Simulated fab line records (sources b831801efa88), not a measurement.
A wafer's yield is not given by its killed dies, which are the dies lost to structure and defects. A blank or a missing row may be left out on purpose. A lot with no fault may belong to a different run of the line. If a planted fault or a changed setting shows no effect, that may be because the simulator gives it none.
fab line records	flow sky130
record: lots: 7	wafers: 21	last-day: 50
route steps=708 shown POLY_GATE@235 LDD_N@237 LDD_P@255 PAD_OPEN@708
lots with no fault: from the same line, run without faults
start-h: hours from the record's first day to the start of the lot's first wafer shown	wait-h: hours elapsed since this lot's preceding step	" the same as in the row above	L1.1+2: a single row standing in for several wafers	- either no value or no given start	* or withheld: withheld	< > ~ a bound
route shown NAME@n: NAME is a module with steps in the file, n the number in the route of the first one	usual: average and standard deviation across the fault-free wafers	same: alike in all rows	chamber/n: place in a boat	sites: per-site readings	_std_site: standard deviation of those values	_edge_site: inner sites' mean taken away from outer sites' mean	radius-mm: how far each site lies from the wafer's centre	mask NAME#n: copy n	behind: the tool/chamber that last shaped the wafer	hold: why the lot went on hold/how many hours it stayed there/how the hold came to an end	device: which transistor (n, p or np) failed to switch	end of line: the same wafers' tests at the end of the route	a step given without rows: its recipe and nothing more	killed: dies that structure and defects cost at the first sort, which is not the same as the wafer's yield	map: a wafer's dies, marking killed ones x, the rest . and places with no die _
set.NAME: the setting the step ran with; set.NAME@STEP: the setting that earlier step ran with	model.NAME: the simulator's own value behind a step, which no gauge read
a table for each step, a row for each wafer; lots at some steps of the route
services: from which hour (start-h, from the record's first day; less than 0 if before it) a tool's chamber was out of use, for how many hours, and why
== steps ==
step: SKY_POLY_GATE_THK_MEAS_21
recipe: reads: SiO2_of_POLY_GATE_OXIDATION_20
usual: POLY_GATE_OXIDATION_THK: 4.01/0.092
lot.wafer	tool	chamber	start-h	wait-h	POLY_GATE_OXIDATION_THK[nm]
L563.2	film-metro-01	-	398.37	0.0	4.10
L563.4	"	-	"	"	4.14
L563.6	"	-	"	"	4.05
L575.1	film-metro-02	-	495.49	0.0	4.08
L575.2	"	-	"	"	4.08
L575.5	"	-	"	"	4.07
L577.1	film-metro-03	-	509.67	0.0	3.97
L577.2	"	-	"	"	4.03
L577.6	"	-	"	"	3.98
L578.2	film-metro-02	-	522.83	0.0	4.08
L578.3	"	-	"	"	4.15
L578.6	"	-	"	"	4.13
L580.2	film-metro-03	-	540.72	0.0	3.95
L580.5	"	-	"	"	3.91
L580.6	"	-	"	"	3.98
L581.3	film-metro-01	-	544.37	0.0	3.96
L581.5	"	-	"	"	3.94
L581.6	"	-	"	"	3.87
L582.2	film-metro-02	-	554.82	0.0	4.11
L582.3	"	-	"	"	4.21
L582.4	"	-	"	"	4.14
step: SKY_POLY_GATE_CD_MEAS_22
usual: cd-nm: 149.6/2
lot.wafer	tool	chamber	start-h	wait-h	cd-nm
L563.2	cd-sem-01	-	398.45	0.1	147.6
L563.4	"	-	"	"	146.4
L563.6	"	-	"	"	149.5
L575.1	cd-sem-01	-	495.55	0.1	151.3
L575.2	"	-	"	"	152.3
L575.5	"	-	"	"	149.9
L577.1	cd-sem-02	-	509.73	0.1	148.4
L577.2	"	-	"	"	149.7
L577.6	"	-	"	"	150.1
L578.2	cd-sem-01	-	522.90	0.1	148.3
L578.3	"	-	"	"	148.9
L578.6	"	-	"	"	147.5
L580.2	cd-sem-01	-	540.79	0.1	147.8
L580.5	"	-	"	"	151.5
L580.6	"	-	"	"	149.4
L581.3	cd-sem-01	-	544.47	0.1	148.8
L581.5	"	-	"	"	144.0
L581.6	"	-	"	"	146.4
L582.2	cd-sem-01	-	554.89	0.1	148.8
L582.3	"	-	"	"	149.2
L582.4	"	-	"	"	147.2
step: SKY_LDD_N_DEHYDRATE_00
recipe: temp-c: 200	time-s: 60
step: SKY_LDD_N_HMDS_01
recipe: prime-time-s: 60	prime-temp-c: 120
step: SKY_LDD_N_COAT_02
recipe: resist: NOVOLAK	spin-rpm: 3000	resist-thk-nm: 300
step: SKY_LDD_N_SOFTBAKE_03
recipe: temp-c: 90	time-s: 60	resist: NOVOLAK
step: SKY_LDD_N_EXPOSE_04
recipe: mask-id: NTM	target-cd-nm: 840	na: 0.6	source-shape: conventional	sigma-outer: 0.6	dose-mj: 110
step: SKY_LDD_N_PEB_05
recipe: temp-c: withheld	time-s: *	resist: NOVOLAK
step: SKY_LDD_N_DEVELOP_06
recipe: develop-time-s: 60	dev-temp-c: 23
step: SKY_LDD_N_OVL_MEAS_07
usual: LDD_N_OVL: -0.7/1.6
lot.wafer	tool	chamber	start-h	wait-h	LDD_N_OVL[nm]
L563.2	overlay-01	-	428.67	0.1	-1.1
L563.4	"	-	"	"	0.2
L563.6	"	-	"	"	0.7
L575.1	overlay-01	-	525.73	0.1	-0.8
L575.2	"	-	"	"	-1.8
L575.5	"	-	"	"	-0.9
L577.1	overlay-02	-	539.60	0.1	-3.1
L577.2	"	-	"	"	-1.8
L577.6	"	-	"	"	-1.4
L578.2	overlay-01	-	552.92	0.1	0.0
L578.3	"	-	"	"	-1.9
L578.6	"	-	"	"	-2.0
L580.2	overlay-01	-	570.27	0.1	1.8
L580.5	"	-	"	"	0.7
L580.6	"	-	"	"	-0.9
L581.3	overlay-02	-	574.23	0.1	-0.4
L581.5	"	-	"	"	-0.4
L581.6	"	-	"	"	-0.7
L582.2	overlay-01	-	584.37	0.1	-0.6
L582.3	"	-	"	"	-1.2
L582.4	"	-	"	"	-0.4
step: SKY_LDD_N_IMPLANT_08
recipe: species: As	energy-kev: 20	dose-cm2: 7.5e+13	tilt-deg: withheld	rotation-deg: 23
step: SKY_LDD_N_IMPLANT_09
recipe: species: As	energy-kev: 20	dose-cm2: 7.5e+13	tilt-deg: withheld	rotation-deg: 113
step: SKY_LDD_N_IMPLANT_10
recipe: species: As	energy-kev: 20	dose-cm2: 7.5e+13	tilt-deg: withheld	rotation-deg: 203
usual: beam-on-s: 10.00/0.18	dose-ions-cm2: 7.502e+13/8.3e+10	faraday-current-uA: 423/7.7
lot.wafer	tool	chamber	start-h	wait-h	beam-on-s	dose-ions-cm2	faraday-current-uA
L563.2	implanter-01	0	429.03	0.1	9.79	7.498e+13	430
L563.4	"	0	"	"	9.88	7.494e+13	429
L563.6	"	0	"	"	10.15	7.501e+13	416
L575.1	implanter-02	0	526.07	0.1	9.99	7.504e+13	424
L575.2	"	0	"	"	10.02	7.506e+13	420
L575.5	"	0	"	"	9.83	7.498e+13	431
L577.1	implanter-02	0	539.93	0.1	9.92	4.093e+13	234
L577.2	"	0	"	"	10.24	4.117e+13	226
L577.6	"	0	"	"	10.21	4.11e+13	227
L578.2	implanter-02	0	553.28	0.1	9.94	4.114e+13	234
L578.3	"	0	"	"	10.01	4.111e+13	232
L578.6	"	0	"	"	10.08	4.111e+13	230
L580.2	implanter-02	0	570.63	0.1	10.11	4.119e+13	229
L580.5	"	0	"	"	9.85	4.107e+13	235
L580.6	"	0	"	"	9.87	4.125e+13	235
L581.3	implanter-01	0	574.60	0.1	9.80	7.5e+13	428
L581.5	"	0	"	"	10.24	7.492e+13	412
L581.6	"	0	"	"	10.08	7.493e+13	421
L582.2	implanter-04	0	584.73	0.1	10.09	7.507e+13	420
L582.3	"	0	"	"	10.03	7.494e+13	421
L582.4	"	0	"	"	10.03	7.5e+13	422
step: SKY_LDD_N_IMPLANT_11
recipe: species: As	energy-kev: 20	dose-cm2: 7.5e+13	tilt-deg: withheld	rotation-deg: 293
step: SKY_LDD_N_IMPLANT_12
recipe: species: BF2	energy-kev: 50	dose-cm2: 5e+12	tilt-deg: 30	rotation-deg: 0
step: SKY_LDD_N_IMPLANT_13
recipe: species: BF2	energy-kev: 50	dose-cm2: 5e+12	tilt-deg: 30	rotation-deg: 90
step: SKY_LDD_N_IMPLANT_14
recipe: species: BF2	energy-kev: 50	dose-cm2: 5e+12	tilt-deg: 30	rotation-deg: 180
step: SKY_LDD_N_IMPLANT_15
recipe: species: BF2	energy-kev: 50	dose-cm2: 5e+12	tilt-deg: 30	rotation-deg: 270
step: SKY_LDD_N_STRIP_16
recipe: chemistry: O2/N2	power-w: 1400	pressure-mtorr: 1500	platen-temp-c: withheld	o2-flow-sccm: 3000	n2-flow-sccm: 300	overash-fraction: 0.5
usual: chamber-pressure-mTorr: 1500.1/1.4	drypump-motor-current-A: 5.9/0.62	o2-flow-sccm: 2998/8.8	oes-product-au: 0.407/0.0047	strip-time-to-endpoint-s: 4.312/0.016
same: overash-fraction: 0.5
lot.wafer	tool	chamber	start-h	wait-h	chamber-pressure-mTorr	drypump-motor-current-A	o2-flow-sccm	oes-product-au	rf-hours-counter-h	strip-time-to-endpoint-s
L563.2	plasma-asher-02	0	429.90	0.1	1499.0	5.8	3006	0.417	61	4.332
L563.4	"	0	"	"	1499.8	5.8	3008	0.404	-	4.322
L563.6	"	1	"	"	1499.4	6.5	2980	0.408	-	4.319
L575.1	plasma-asher-04	0	526.97	0.1	1501.5	5.1	2990	0.407	10	4.304
L575.2	"	1	"	"	1502.2	6.7	3004	0.408	10	4.299
L575.5	"	0	"	"	1498.1	5.1	3002	0.404	-	4.286
L577.1	plasma-asher-02	0	540.83	0.1	1502.3	5.8	3002	0.406	72	4.222
L577.2	"	1	"	"	1501.5	6.5	3003	0.413	72	4.210
L577.6	"	0	"	"	1500.5	5.8	2992	0.405	-	4.216
L578.2	plasma-asher-04	1	554.15	0.1	1499.8	6.7	2999	0.406	13	4.213
L578.3	"	1	"	"	1498.4	6.7	2993	0.404	-	4.221
L578.6	"	0	"	"	1499.4	5.1	2991	0.403	-	4.202
L580.2	plasma-asher-04	0	571.50	0.1	1498.9	5.2	2999	0.414	15	4.218
L580.5	"	1	"	"	1499.6	6.7	2999	0.406	-	4.223
L580.6	"	0	"	"	1501.5	5.2	2996	0.409	-	4.211
L581.3	plasma-asher-04	1	575.49	0.1	1499.2	6.7	2986	0.417	-	4.314
L581.5	"	0	"	"	1497.9	5.1	2996	0.394	-	4.311
L581.6	"	1	"	"	1499.0	6.7	2986	0.410	-	4.326
L582.2	plasma-asher-04	1	585.60	0.1	1501.7	6.7	2995	0.408	16	4.326
L582.3	"	0	"	"	1500.8	5.1	3001	0.404	-	4.335
L582.4	"	1	"	"	1502.1	6.7	2984	0.409	-	4.328
step: SKY_LDD_N_TW_MEAS_17
usual: LDD_N_TW: 2599/19
lot.wafer	tool	chamber	start-h	wait-h	LDD_N_TW
L563.2	film-metro-04	-	430.01	0.1	2617
L563.4	"	-	"	"	2603
L563.6	"	-	"	"	2629
L575.1	film-metro-01	-	527.07	0.1	2586
L575.2	"	-	"	"	2569
L575.5	"	-	"	"	2575
L577.1	film-metro-02	-	540.93	0.1	2547
L577.2	"	-	"	"	2548
L577.6	"	-	"	"	2562
L578.2	film-metro-04	-	554.26	0.1	2542
L578.3	"	-	"	"	2560
L578.6	"	-	"	"	2553
L580.2	film-metro-04	-	571.61	0.1	2542
L580.5	"	-	"	"	2537
L580.6	"	-	"	"	2549
L581.3	film-metro-01	-	575.57	0.1	2573
L581.5	"	-	"	"	2560
L581.6	"	-	"	"	2562
L582.2	film-metro-04	-	585.71	0.1	2648
L582.3	"	-	"	"	2621
L582.4	"	-	"	"	2639
step: SKY_LDD_P_DEHYDRATE_00
recipe: temp-c: 200	time-s: 60
step: SKY_PAD_OPEN_PROBE_99
usual: killed_at_M0_to_M3: 44/7.4	killed_at_M4_up: 3.1/1.8	killed-at-contacts: 24/5.6	killed-at-front-end: 15/4.9	killed-at-other: 0.4/0.59	killed-dies: 87/9.8	killed-on-rim: 17/4	killed-open: 47/7.2	killed-short: 39/6.8
same: gross-dies: 492	killed-at-back-side: 0
lot.wafer	tool	chamber	start-h	wait-h	killed_at_M0_to_M3	killed_at_M4_up	killed-at-contacts	killed-at-front-end	killed-at-other	killed-dies	killed-on-rim	killed-open	killed-short	model.etest.tip-n.rs-ohm-sq
L563.2	prober-01	-	1095.54	0.1	47	4	20	17	0	88	17	45	41	446.3
L563.4	prober-01	-	1095.64	0.2	41	3	28	18	0	90	19	54	35	444.1
L563.6	prober-01	-	1095.74	0.2	38	3	27	2	0	70	9	39	31	446
L575.1	prober-01	-	1155.42	0.1	52	3	27	13	1	96	21	49	47	442
L575.2	prober-01	-	1155.47	0.1	39	3	19	14	1	76	15	43	33	444.1
L575.5	prober-01	-	1155.62	0.2	43	3	27	12	0	85	23	45	39	442
L577.1	prober-01	-	1165.29	0.1	35	1	16	7	0	59	12	31	28	475.9
L577.2	prober-01	-	1165.34	0.1	45	0	24	12	0	81	9	56	25	470.2
L577.6	prober-01	-	1165.54	0.2	64	1	24	15	0	104	22	68	36	474.1
L578.2	prober-02	-	1173.59	0.1	49	3	27	12	0	91	14	55	36	478.2
L578.3	prober-02	-	1173.64	0.2	41	2	28	15	0	86	16	45	41	478.9
L578.6	prober-02	-	1173.79	0.2	25	6	21	16	0	68	17	42	26	473.4
L580.2	prober-02	-	1184.55	0.1	46	6	32	19	0	103	22	52	51	476.5
L580.5	prober-02	-	1184.70	0.2	39	0	23	14	0	76	17	41	35	475.9
L580.6	prober-02	-	1184.75	0.2	42	4	25	12	0	83	17	42	41	473.5
L581.3	prober-01	-	1184.79	0.2	32	3	34	9	1	79	15	45	34	445.6
L581.5	prober-01	-	1184.89	0.2	43	5	21	7	0	76	15	45	31	440.7
L581.6	prober-01	-	1184.94	0.2	57	1	36	9	0	103	13	52	51	445.2
L582.2	prober-02	-	1189.84	0.1	41	2	21	16	0	80	12	47	33	445.3
L582.3	prober-02	-	1189.89	0.2	38	1	26	13	1	79	13	46	33	447.4
L582.4	prober-02	-	1189.94	0.2	43	3	21	20	2	89	22	38	50	444.7
killed by level:class
L563.2 LI_CONTACT:geometric-particle:open=10 VIA1:geometric-particle:open=7 METAL1:geometric-particle:short=7 METAL2:geometric-particle:short=6 VIA3:geometric-particle:open=6 FIELD_ISO:geometric-particle:open=5 VIA2:geometric-particle:open=5 CONTACT:geometric-particle:short=4
L563.4 CONTACT:geometric-particle:open=11 VIA1:geometric-particle:open=11 VIA3:geometric-particle:open=8 LI_CONTACT:geometric-particle:open=6 POLY_GATE:geometric-particle:open=5 VIA3:geometric-particle:short=5 LI_CONTACT:geometric-particle:short=4 VIA2:geometric-particle:open=4
L563.6 CONTACT:geometric-particle:open=9 VIA2:geometric-particle:open=7 VIA1:geometric-particle:open=7 VIA3:geometric-particle:open=7 LOCAL_INTERCONNECT:geometric-particle:short=6 LI_CONTACT:geometric-particle:short=5 CONTACT:geometric-particle:short=4 METAL3:geometric-particle:short=4
L575.1 VIA1:geometric-particle:open=18 CONTACT:geometric-particle:open=9 METAL2:geometric-particle:short=9 LOCAL_INTERCONNECT:geometric-particle:short=7 VIA2:geometric-particle:open=6 CONTACT:geometric-particle:short=6 POLY_GATE:geometric-particle:short=5 VIA1:geometric-particle:short=5
L575.2 VIA1:geometric-particle:open=8 CONTACT:geometric-particle:open=7 CONTACT:geometric-particle:short=6 METAL1:geometric-particle:short=6 VIA2:geometric-particle:open=6 VIA3:geometric-particle:open=6 POLY_GATE:geometric-particle:short=5 LI_CONTACT:geometric-particle:open=5
L575.5 VIA1:geometric-particle:open=8 LI_CONTACT:geometric-particle:open=7 VIA2:geometric-particle:open=7 LI_CONTACT:geometric-particle:short=6 CONTACT:geometric-particle:open=6 VIA1:geometric-particle:short=5 LOCAL_INTERCONNECT:geometric-particle:short=4 VIA3:geometric-particle:open=4
L577.1 VIA1:geometric-particle:open=8 METAL1:geometric-particle:short=6 LOCAL_INTERCONNECT:geometric-particle:short=5 VIA2:geometric-particle:open=5 LI_CONTACT:geometric-particle:open=4 CONTACT:geometric-particle:open=4 VIA1:geometric-particle:short=4 VIA3:geometric-particle:open=3
L577.2 VIA1:geometric-particle:open=13 CONTACT:geometric-particle:open=9 VIA2:geometric-particle:open=9 LI_CONTACT:geometric-particle:open=8 VIA3:geometric-particle:open=7 METAL2:geometric-particle:short=6 FIELD_ISO:geometric-particle:open=4 LOCAL_INTERCONNECT:geometric-particle:short=4
L577.6 VIA1:geometric-particle:open=27 LI_CONTACT:geometric-particle:open=9 CONTACT:geometric-particle:open=9 METAL2:geometric-particle:short=8 VIA2:geometric-particle:open=8 FIELD_ISO:geometric-particle:short=7 VIA3:geometric-particle:open=7 METAL1:geometric-particle:short=6
L578.2 VIA3:geometric-particle:open=12 LI_CONTACT:geometric-particle:open=10 VIA1:geometric-particle:open=9 CONTACT:geometric-particle:open=8 VIA2:geometric-particle:open=6 FIELD_ISO:geometric-particle:short=5 VIA2:geometric-particle:short=5 LOCAL_INTERCONNECT:geometric-particle:short=4
L578.3 CONTACT:geometric-particle:open=12 VIA2:geometric-particle:open=10 VIA3:geometric-particle:open=7 METAL1:geometric-particle:short=6 LOCAL_INTERCONNECT:geometric-particle:short=5 CONTACT:geometric-particle:short=5 VIA1:geometric-particle:open=5 FIELD_ISO:geometric-particle:short=4
L578.6 CONTACT:geometric-particle:open=13 FIELD_ISO:geometric-particle:open=6 VIA1:geometric-particle:open=6 VIA3:geometric-particle:open=4 METAL4:geometric-particle:short=4 SPACER:geometric-particle:short=3 LOCAL_INTERCONNECT:geometric-particle:short=3 CONTACT:geometric-particle:short=3
L580.2 CONTACT:geometric-particle:open=11 VIA1:geometric-particle:open=9 VIA3:geometric-particle:open=9 METAL2:geometric-particle:short=8 LOCAL_INTERCONNECT:geometric-particle:short=7 FIELD_ISO:geometric-particle:open=6 CONTACT:geometric-particle:short=6 METAL4:geometric-particle:short=6
L580.5 CONTACT:geometric-particle:open=10 VIA1:geometric-particle:open=8 CONTACT:geometric-particle:short=6 METAL2:geometric-particle:short=6 VIA2:geometric-particle:open=6 FIELD_ISO:geometric-particle:short=5 POLY_GATE:geometric-particle:short=5 LI_CONTACT:geometric-particle:open=5
L580.6 METAL1:geometric-particle:short=11 VIA1:geometric-particle:open=11 LI_CONTACT:geometric-particle:open=8 CONTACT:geometric-particle:short=8 CONTACT:geometric-particle:open=6 VIA3:geometric-particle:open=5 FIELD_ISO:geometric-particle:open=4 METAL2:geometric-particle:short=4
L581.3 CONTACT:geometric-particle:open=15 VIA1:geometric-particle:open=10 CONTACT:geometric-particle:short=8 LI_CONTACT:geometric-particle:open=5 METAL1:geometric-particle:short=5 LOCAL_INTERCONNECT:geometric-particle:short=4 METAL2:geometric-particle:short=4 VIA2:geometric-particle:open=4
L581.5 VIA1:geometric-particle:open=12 CONTACT:geometric-particle:open=8 METAL3:geometric-particle:short=5 LI_CONTACT:geometric-particle:open=4 LOCAL_INTERCONNECT:geometric-particle:short=4 METAL1:geometric-particle:short=4 METAL2:geometric-particle:short=4 VIA2:geometric-particle:open=4
L581.6 METAL1:geometric-particle:short=13 CONTACT:geometric-particle:open=9 CONTACT:geometric-particle:short=9 LOCAL_INTERCONNECT:geometric-particle:short=8 VIA1:geometric-particle:open=8 VIA1:geometric-particle:short=8 VIA3:geometric-particle:open=8 LI_CONTACT:geometric-particle:open=6
L582.2 VIA1:geometric-particle:open=13 LI_CONTACT:geometric-particle:open=8 METAL2:geometric-particle:short=7 POLY_GATE:geometric-particle:short=6 VIA2:geometric-particle:open=6 FIELD_ISO:geometric-particle:open=4 CONTACT:geometric-particle:open=4 VIA3:geometric-particle:open=4
L582.3 LI_CONTACT:geometric-particle:open=11 VIA3:geometric-particle:open=8 CONTACT:geometric-particle:short=7 CONTACT:geometric-particle:open=7 METAL1:geometric-particle:short=5 METAL2:geometric-particle:short=5 VIA2:geometric-particle:open=5 VIA1:geometric-particle:open=4
L582.4 VIA1:geometric-particle:open=11 FIELD_ISO:geometric-particle:short=7 VIA3:geometric-particle:short=7 METAL2:geometric-particle:short=6 POLY_GATE:geometric-particle:short=5 LOCAL_INTERCONNECT:geometric-particle:short=5 CONTACT:geometric-particle:open=5 VIA3:geometric-particle:open=5
== services ==
tool	chamber	start-h	hours	kind
plasma-asher-04	-	421.81	9.0	pm
plasma-asher-04	0	421.81	9.0	vent-cycle
plasma-asher-04	1	421.81	9.0	vent-cycle
implanter-04	-	422.33	18.5	pm
plasma-asher-04	0	430.81	-	clean
plasma-asher-04	1	430.81	-	clean
implanter-01	-	437.03	16.9	repair
implanter-04	-	440.84	11.3	pm
plasma-asher-04	-	470.35	1.4	repair
implanter-02	-	473.52	0.9	repair
implanter-04	-	487.50	3.2	repair
implanter-04	-	516.53	5.6	repair
implanter-01	-	542.31	5.9	repair
plasma-asher-04	-	546.17	2.8	pm
implanter-04	-	552.69	2.6	pm
plasma-asher-02	-	552.70	20.2	pm
plasma-asher-04	-	574.57	0.7	repair
== key ==
first-sign: step: SKY_LDD_N_IMPLANT_10	reading: dose-ions-cm2	direction: down	sigmas: 99+	usual: *	struck: *
effect: step: SKY_LDD_N_IMPLANT_10	reading: faraday-current-uA	direction: down	sigmas: 25	usual: 423	struck: 231
effect: step: SKY_LDD_N_STRIP_16	reading: strip-time-to-endpoint-s	direction: down	sigmas: 6.2	usual: *	struck: *
effect: step: SKY_LDD_N_TW_MEAS_17	reading: LDD_N_TW	direction: down	sigmas: 2.6	usual: 2599	struck: 2549
model-effect: step: SKY_PAD_OPEN_PROBE_99	value: etest.tip-n.rs-ohm-sq	without: 439.4	struck: 475.2
met-at SKY_LDD_N_IMPLANT_10
struck-wafers L577.1,L577.2,L577.6,L578.2,L578.3,L578.6,L580.2,L580.5,L580.6
tester-left-out L577,L578,L580
onset-between 526.07 539.93
fault: kind: process-parameter-drift	tool: implanter-02	chamber: -	onset-h: 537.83	steps: SKY_LDD_N_IMPLANT_10	channel: dose-cm2	offset: *	shape: step	end-h: 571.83	acts-in: *	stated: *
tester-left-out: of these lots the tester's yield and bins aren't shown, on N5 and GAA mostly nor the transistor test; their killed dies are dies lost to structure and defects alone, not to doping, threshold or leakage, so they don't give the yield
